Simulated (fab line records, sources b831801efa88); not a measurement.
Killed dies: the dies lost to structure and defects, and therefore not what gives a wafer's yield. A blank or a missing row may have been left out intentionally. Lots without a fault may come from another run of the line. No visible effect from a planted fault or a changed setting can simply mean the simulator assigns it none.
Comparing a struck lot with a sound one + flow sky130 + 18 out of 708 route steps
Sound: the wafers L572.1, L572.2, L572.5. Struck: wafers L565.1, L565.3, L565.5. The cause is given at the end.
Per side, at each step with rows, come the tool, then ch with its chambers, and then its first start. Under that, the readings that differ: sound wafers + struck wafers + difference of the means + sigmas: that difference in standard deviations of wafers without a fault.
alike: a reading whose means differ by less than 2 such deviations, as well as words and numbers matching on both sides. not compared: withheld readings; readings where some wafer has no value; bounds like >300 that might hide an equal value; numbers whose values overlap and for which the record gives no deviation.
Wherever a step has rows on one side only, a row that says differs or no value, or a row with sigmas, the two part there. Numbers that have no deviation but don't overlap get no sigmas and don't part them. A reading missing from all wafers of one side parts the sides only when that side holds two or more wafers.

first, 4 steps without rows for these wafers: SKY_VT_ADJUST_PCH_SOFTBAKE_03; SKY_VT_ADJUST_PCH_EXPOSE_04 (exposes mask NWM, target cd 840 nm); SKY_VT_ADJUST_PCH_PEB_05; SKY_VT_ADJUST_PCH_DEVELOP_06 (develop time 60 s).
SKY_VT_ADJUST_PCH_OVL_MEAS_07:
  sound on overlay-02 at day 16 20:54; struck on overlay-02 at day 14 10:20
| reading                | sound          | struck        | difference | sigmas |
|------------------------|----------------|---------------|------------|--------|
| VT_ADJUST_PCH_OVL (nm) | -1.4 -3.0 -4.4 | -0.6 -0.2 2.6 | +3.5       | +3     |
following that, these wafers have no rows for 1 step: SKY_VT_ADJUST_PCH_IMPLANT_08.
SKY_VT_ADJUST_PCH_STRIP_09: strips in O2/N2.
  sound on plasma_asher-02 ch 0,1, day 16 21:05; struck on plasma_asher-03 ch 0,1, day 14 10:32
| reading                     | sound       | struck      | difference | sigmas |
|-----------------------------|-------------|-------------|------------|--------|
| drypump_motor_current_A (A) | 5.2 5.0 5.0 | 5.7 6.2 5.7 | +0.8       | +2     |
  alike: o2_flow_sccm, oes_product_au, strip_time_to_endpoint_s
  not compared: rf_hours_counter_h
SKY_VT_ADJUST_PCH_TW_MEAS_10:
  sound on film_metro-01 at day 16 21:11; struck on film_metro-03 at day 14 10:38
  alike: VT_ADJUST_PCH_TW
then, 4 steps without rows for these wafers: SKY_SONOS_TUNNEL_DEHYDRATE_00 (time 60 s); SKY_SONOS_TUNNEL_HMDS_01 (prime time 60 s); SKY_SONOS_TUNNEL_COAT_02 (resist thk 1140 nm); SKY_SONOS_TUNNEL_SOFTBAKE_03 (time 60 s).
SKY_SONOS_TUNNEL_EXPOSE_04: exposes mask TUNM, target cd 410 nm.
  sound on iline_stepper-01 ch 0, day 17 11:40; struck on iline_stepper-02 ch 0, day 15 00:16
| reading              | sound                | struck               | difference | sigmas      |
|----------------------|----------------------|----------------------|------------|-------------|
| exposure_dose_mJ_cm2 | 136.06 136.20 136.04 | 101.42 101.28 101.36 | -34.75     | -99 or more |
  alike: mask, focus_offset_nm
then, 2 steps without rows for these wafers: SKY_SONOS_TUNNEL_PEB_05; SKY_SONOS_TUNNEL_DEVELOP_06 (develop time 60 s).
SKY_SONOS_TUNNEL_CD_MEAS_07: the cd target is 410 nm.
  sound on cd_sem-01 at day 18 02:17; struck on cd_sem-01 at day 15 14:04
| reading    | sound             | struck            | difference | sigmas |
|------------|-------------------|-------------------|------------|--------|
| cd_nm (nm) | 408.7 408.4 410.0 | 323.6 325.5 322.9 | -85.0      | -40    |
  not compared: hold
SKY_SONOS_TUNNEL_OVL_MEAS_08:
  sound on overlay-02 at day 18 02:25; struck on overlay-02 at day 15 19:46
| reading | sound | struck                                                                     | difference                   | sigmas |
|---------|-------|----------------------------------------------------------------------------|------------------------------|--------|
| hold    | - - - | await_dispo/5.6h/release await_dispo/5.6h/release await_dispo/5.6h/release | no value on the sound wafers |        |
  alike: SONOS_TUNNEL_OVL
-- the record jumps here: 33 days lie between the struck wafers' starts before and after (it left off in module SONOS_TUNNEL and takes up again in module PAD_OPEN, whose first step shown is number 708 of the route) --
SKY_PAD_OPEN_PROBE_99:
  sound on prober-01 at day 50 13:11; struck on prober-02 at day 49 01:38
| reading             | sound    | struck                                                               | difference                   | sigmas |
|---------------------|----------|----------------------------------------------------------------------|------------------------------|--------|
| hold                | - - -    | await_dispo/4.3h/scrap await_dispo/4.3h/scrap await_dispo/4.3h/scrap | no value on the sound wafers |        |
| killed_at_M0_to_M3  | 44 35 28 | 57 61 56                                                             | +22                          | +3     |
| killed_at_front_end | 15 10 12 | 364 346 351                                                          | +341                         | +78    |
| killed_dies         | 80 75 73 | 442 427 430                                                          | +357                         | +36    |
| killed_on_rim       | 13 17 21 | 84 83 83                                                             | +66                          | +16    |
  alike: killed_at_M4_up, killed_at_contacts, killed_open, killed_short

## WHERE THEY PART
At SKY_VT_ADJUST_PCH_OVL_MEAS_07 first; at SKY_PAD_OPEN_PROBE_99 last (within this record only).

WHY: the cause the simulator had injected
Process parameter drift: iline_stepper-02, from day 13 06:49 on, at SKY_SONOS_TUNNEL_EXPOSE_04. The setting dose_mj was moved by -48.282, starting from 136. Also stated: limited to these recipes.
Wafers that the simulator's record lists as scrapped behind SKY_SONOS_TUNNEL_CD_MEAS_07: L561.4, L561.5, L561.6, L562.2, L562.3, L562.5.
